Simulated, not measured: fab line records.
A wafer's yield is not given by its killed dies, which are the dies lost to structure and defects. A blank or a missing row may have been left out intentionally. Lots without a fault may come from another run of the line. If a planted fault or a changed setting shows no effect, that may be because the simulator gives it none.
Matching of chambers :: flow sky130 :: rie diel-01 running SKY_VIA3_ETCH_15: 4 sister chambers
The step etches SiO2 in C4F8/O2/Ar, stops on TiN, target depth 507 nm, time 78 s. 27 wafers are shown with their chamber, then 12 later ones without.

## EACH WAFER AND ITS CHAMBER
wafer: L076.1
chamber: 3
oes product au (a.u.): 0.949

wafer: L076.5
chamber: 2
oes product au (a.u.): 0.946

wafer: L076.6
chamber: 1
oes product au (a.u.): 0.946

wafer: L077.2
chamber: 3
oes product au (a.u.): 0.935

wafer: L077.3
chamber: 1
oes product au (a.u.): 0.942

wafer: L077.5
chamber: 1
oes product au (a.u.): 0.952

wafer: L079.1
chamber: 1
oes product au (a.u.): 0.936

wafer: L079.2
chamber: 3
oes product au (a.u.): 0.955

wafer: L079.6
chamber: 1
oes product au (a.u.): 0.957

wafer: L085.1
chamber: 2
oes product au (a.u.): 0.950

wafer: L085.2
chamber: 0
oes product au (a.u.): 0.949

wafer: L085.6
chamber: 1
oes product au (a.u.): 0.952

wafer: L088.1
chamber: 2
oes product au (a.u.): 0.948

wafer: L088.2
chamber: 3
oes product au (a.u.): 0.940

wafer: L088.3
chamber: 0
oes product au (a.u.): 0.942

wafer: L088.4
chamber: 1
oes product au (a.u.): 0.946

wafer: L088.5
chamber: 1
oes product au (a.u.): 0.943

wafer: L088.6
chamber: 2
oes product au (a.u.): 0.948

wafer: L089.1
chamber: 2
oes product au (a.u.): 0.939

wafer: L089.2
chamber: 3
oes product au (a.u.): 0.942

wafer: L089.3
chamber: 0
oes product au (a.u.): 0.940

wafer: L089.4
chamber: 1
oes product au (a.u.): 0.944

wafer: L089.5
chamber: 2
oes product au (a.u.): 0.939

wafer: L089.6
chamber: 3
oes product au (a.u.): 0.944

wafer: L090.2
chamber: 3
oes product au (a.u.): 0.941

wafer: L090.3
chamber: 0
oes product au (a.u.): 0.946

wafer: L090.4
chamber: 2
oes product au (a.u.): 0.945

SIGNATURES, as means of the wafers listed above
reading: oes product au
chamber 0: 0.94425
chamber 1: 0.94644
chamber 2: 0.94500
chamber 3: 0.94371
scatter within a chamber: 0.00567
Rule: for each reading, subtract the chamber's mean from the wafer's reading, divide by that reading's scatter and square the result; add these up over the readings and take the root, which gives the wafer's distance from the chamber. The wafer belongs to the nearest chamber; if the next one is less than 2 further off, it can't be placed. The scatter: take each reading less its chamber's mean, square it, sum over the shown wafers, divide by the number of wafers less the number of chambers, and take the root.

## WAFERS WHOSE CHAMBER IS MISSING
wafer: L092.3
oes product au (a.u.): 0.941

wafer: L092.5
oes product au (a.u.): 0.941

wafer: L092.6
oes product au (a.u.): 0.947

wafer: L093.2
oes product au (a.u.): 0.956

wafer: L093.3
oes product au (a.u.): 0.946

wafer: L093.5
oes product au (a.u.): 0.946

wafer: L096.1
oes product au (a.u.): 0.939

wafer: L096.2
oes product au (a.u.): 0.945

wafer: L096.5
oes product au (a.u.): 0.948

wafer: L095.1
oes product au (a.u.): 0.952

wafer: L095.4
oes product au (a.u.): 0.947

wafer: L095.6
oes product au (a.u.): 0.947

## EACH ONE'S CHAMBER
wafer: L092.3
from the rows above: can't be placed: 3 or 0 or 2 or 1
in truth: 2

wafer: L092.5
from the rows above: can't be placed: 3 or 0 or 2 or 1
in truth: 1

wafer: L092.6
from the rows above: can't be placed: 1 or 2 or 0 or 3
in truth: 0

wafer: L093.2
from the rows above: can't be placed: 1 or 2 or 0 or 3
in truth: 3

wafer: L093.3
from the rows above: can't be placed: 1 or 2 or 0 or 3
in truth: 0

wafer: L093.5
from the rows above: can't be placed: 1 or 2 or 0 or 3
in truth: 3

wafer: L096.1
from the rows above: can't be placed: 3 or 0 or 2 or 1
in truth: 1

wafer: L096.2
from the rows above: can't be placed: 2 or 0 or 3 or 1
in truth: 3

wafer: L096.5
from the rows above: can't be placed: 1 or 2 or 0 or 3
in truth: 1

wafer: L095.1
from the rows above: can't be placed: 1 or 2 or 0 or 3
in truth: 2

wafer: L095.4
from the rows above: can't be placed: 1 or 2 or 0 or 3
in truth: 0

wafer: L095.6
from the rows above: can't be placed: 1 or 2 or 0 or 3
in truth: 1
Correctly placed: 0 of 12. From these rows, 12 cannot be placed; in 12 the true chamber is one of the candidates. 0 placed wrongly.
